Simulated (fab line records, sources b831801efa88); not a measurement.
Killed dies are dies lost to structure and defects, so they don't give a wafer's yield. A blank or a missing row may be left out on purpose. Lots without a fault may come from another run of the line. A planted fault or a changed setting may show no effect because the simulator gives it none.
Split-lot experiment | flow sky130 | 5 lots, 27 wafers read, on a route of 708 steps

THE SPLIT
At SKY_METAL4_ETCH_16 (etches BARC in N2/H2, stops on SiO2, time 88.2 s, target depth 60 nm), the setting time_s was moved away from the recipe's 88.2 s on 12 of the 27 wafers read, by -45.4% to +30.0%. The other wafers ran this setting at the recipe's value.

The reading is taken at the split's own step.

THE READING
oes_product_au, in a.u., at SKY_METAL4_ETCH_16 (etches BARC in N2/H2, stops on SiO2, time 88.2 s, target depth 60 nm). Fault-free wafers of this fab line usually give 0.626 a.u., standard deviation 0.0046 a.u..

wafer  | tool, chamber at the split | time_s as run, s | against the recipe | oes_product_au, a.u. | against lot-mates on the recipe
L078.2 | rie_metal-01, 1            | 88.2             | recipe             | 0.629                | -
L078.3 | rie_metal-01, 0            | 88.2             | recipe             | 0.627                | -
L078.4 | rie_metal-01, 1            | 88.2             | recipe             | 0.626                | -
L076.1 | rie_metal-03, 1            | 57.1             | -35.3%             | 0.762                | +0.136
L076.2 | rie_metal-03, 0            | 88.2             | recipe             | 0.625                | -
L076.3 | rie_metal-03, 1            | 57.1             | -35.3%             | 0.756                | +0.130
L076.4 | rie_metal-03, 0            | 88.2             | recipe             | 0.624                | -
L076.5 | rie_metal-03, 1            | 88.2             | recipe             | 0.629                | -
L076.6 | rie_metal-03, 0            | 57.1             | -35.3%             | 0.757                | +0.131
L080.1 | rie_metal-03, 0            | 48.12            | -45.4%             | 0.830                | +0.208
L080.2 | rie_metal-03, 1            | 88.2             | recipe             | 0.624                | -
L080.3 | rie_metal-03, 0            | 88.2             | recipe             | 0.616                | -
L080.4 | rie_metal-03, 1            | 48.12            | -45.4%             | 0.827                | +0.205
L080.5 | rie_metal-03, 1            | 88.2             | recipe             | 0.627                | -
L080.6 | rie_metal-03, 0            | 48.12            | -45.4%             | 0.834                | +0.212
L082.1 | rie_metal-02, 1            | 88.2             | recipe             | 0.623                | -
L082.2 | rie_metal-02, 0            | 63.3             | -28.2%             | 0.728                | +0.101
L082.3 | rie_metal-02, 0            | 63.3             | -28.2%             | 0.719                | +0.092
L082.4 | rie_metal-02, 1            | 88.2             | recipe             | 0.635                | -
L082.5 | rie_metal-02, 0            | 88.2             | recipe             | 0.624                | -
L082.6 | rie_metal-02, 1            | 63.3             | -28.2%             | 0.718                | +0.091
L085.1 | rie_metal-03, 1            | 88.2             | recipe             | 0.629                | -
L085.2 | rie_metal-03, 0            | 114.7            | +30.0%             | 0.608                | -0.021
L085.3 | rie_metal-03, 1            | 88.2             | recipe             | 0.629                | -
L085.4 | rie_metal-03, 0            | 114.7            | +30.0%             | 0.609                | -0.020
L085.5 | rie_metal-03, 1            | 114.7            | +30.0%             | 0.601                | -0.028
L085.6 | rie_metal-03, 0            | 88.2             | recipe             | 0.629                | -

THE FIT
A straight line over all 27 wafers: oes_product_au changes by -0.00316 a.u. for each +1% of time_s; r = -0.93; the points scatter about the line by 0.029 a.u..
The same after taking each lot's own level away (the mean of its wafers on the recipe; 27 wafers): -0.00321 a.u. for each +1%; r = -0.93; scatter 0.029 a.u..
On that fit, the largest move of time_s shifts the reading by 0.15 a.u..
The lots' own levels span 0.6223 to 0.6290 a.u., that is 1.4 times the standard deviation above.
So the lot-to-lot level changes the slope little: the two slopes agree.
Check: with one of the wafers moved furthest among these (-45.4%) left out of the fit, the line predicts +0.156 a.u. for it against its lot-mates. It came out at +0.208 a.u. against them.
Tool readings at the split's step, against how far the setting was moved: oes_product_au r = -0.93.

OTHER SPLITS ON THESE WAFERS
These wafers also went through other splits before the reading. Each is held against what the fit with the lots' levels taken away leaves over:
other split on the same wafers       | wafers away from the commonest value | r with oes_product_au (lot level and that fit taken away)
SKY_METAL1_DEVELOP_14 develop_time_s | 9                                    | +0.20
SKY_METAL2_SPUTTER_03 time_s         | 9                                    | -0.02
SKY_METAL3_SPUTTER_01 time_s         | 9                                    | -0.14
SKY_METAL4_SPUTTER_02 time_s         | 12                                   | +0.33

THE WHOLE CHAIN: every reading that the file lists as answering this split, in the file's order
step                     | what it does                                                                       | reading                                                                             | change (the file's fit)                   | r (the file's)
SKY_METAL4_ETCH_16       | etches BARC in N2/H2, stops on SiO2, time 88.2 s, target depth 60 nm               | oes_product_au                                                                      | -0.00348 a.u. for each +1% of the setting | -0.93
SKY_METAL4_ETCH_16       | etches BARC in N2/H2, stops on SiO2, time 88.2 s, target depth 60 nm               | KrF-thick_of_METAL4_COAT_08.thk_nm (the simulator's own value, which no gauge read) | -0.538 nm for each +1% of the setting     | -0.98
SKY_METAL4_ETCH_16       | etches BARC in N2/H2, stops on SiO2, time 88.2 s, target depth 60 nm               | METAL4.cd_nm (the simulator's own value, which no gauge read)                       | -0.144 nm for each +1% of the setting     | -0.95
SKY_METAL4_METAL_ETCH_18 | etches the open film in Cl2/BCl3, stops on SiO2, target depth 845 nm, time 183.1 s | KrF-thick_of_METAL4_COAT_08.thk_nm (the simulator's own value, which no gauge read) | -0.419 nm for each +1% of the setting     | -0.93

THE FILE'S OWN FIT
oes_product_au changes by -0.00348 a.u. for each +1% of time_s, r = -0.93.
